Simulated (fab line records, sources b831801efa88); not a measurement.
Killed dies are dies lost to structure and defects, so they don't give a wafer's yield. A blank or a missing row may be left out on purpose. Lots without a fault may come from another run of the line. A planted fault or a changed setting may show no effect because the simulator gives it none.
Chamber matching | flow sky130 | SKY_LI_CONTACT_HDPCVD_00 on hdpcvd-01: 3 sister chambers
The step deposits PSG, target thk 930 nm, time 155 s. 6 wafers are shown with their chamber, then 7 later ones without.

WAFERS WITH THEIR CHAMBER
wafer  | chamber | run_length_s (s)
L674.2 | 1       | 182.6
L673.2 | 0       | 182.3
L673.4 | 1       | 182.4
L673.5 | 0       | 182.3
L676.1 | 2       | 183.3
L676.4 | 2       | 182.7

WAFERS WITHOUT THEIR CHAMBER
wafer  | run_length_s (s)
L676.5 | 182.2
L688.1 | 183.2
L688.3 | 182.5
L688.4 | 183.0
L689.2 | 183.3
L689.3 | 182.3
L689.4 | 182.9

WHICH CHAMBER EACH WENT THROUGH
wafer  | from the rows above          | in truth
L676.5 | can't be placed: 0 or 1      | 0
L688.1 | can't be placed: 2 or 1      | 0
L688.3 | can't be placed: 1 or 0 or 2 | 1
L688.4 | can't be placed: 2 or 1      | 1
L689.2 | can't be placed: 2 or 1      | 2
L689.3 | can't be placed: 0 or 1      | 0
L689.4 | can't be placed: 2 or 1 or 0 | 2
Placed correctly: 0 of 7. Can't be placed from these rows: 7 (the true chamber is among the candidates in 6). Placed wrongly: 0.
How it was worked out, from the rows above alone: a wafer's distance from a chamber is the root of the sum, over the readings, of the square of ((its reading less the chamber's mean) divided by the reading's scatter). The wafer belongs to the nearest chamber; if the next one is less than 2 further off, it can't be placed. A chamber's mean is the mean of its shown wafers. The scatter: the root of (the sum of the squares of (reading less its chamber's mean) over the shown wafers, divided by (wafers less chambers)).
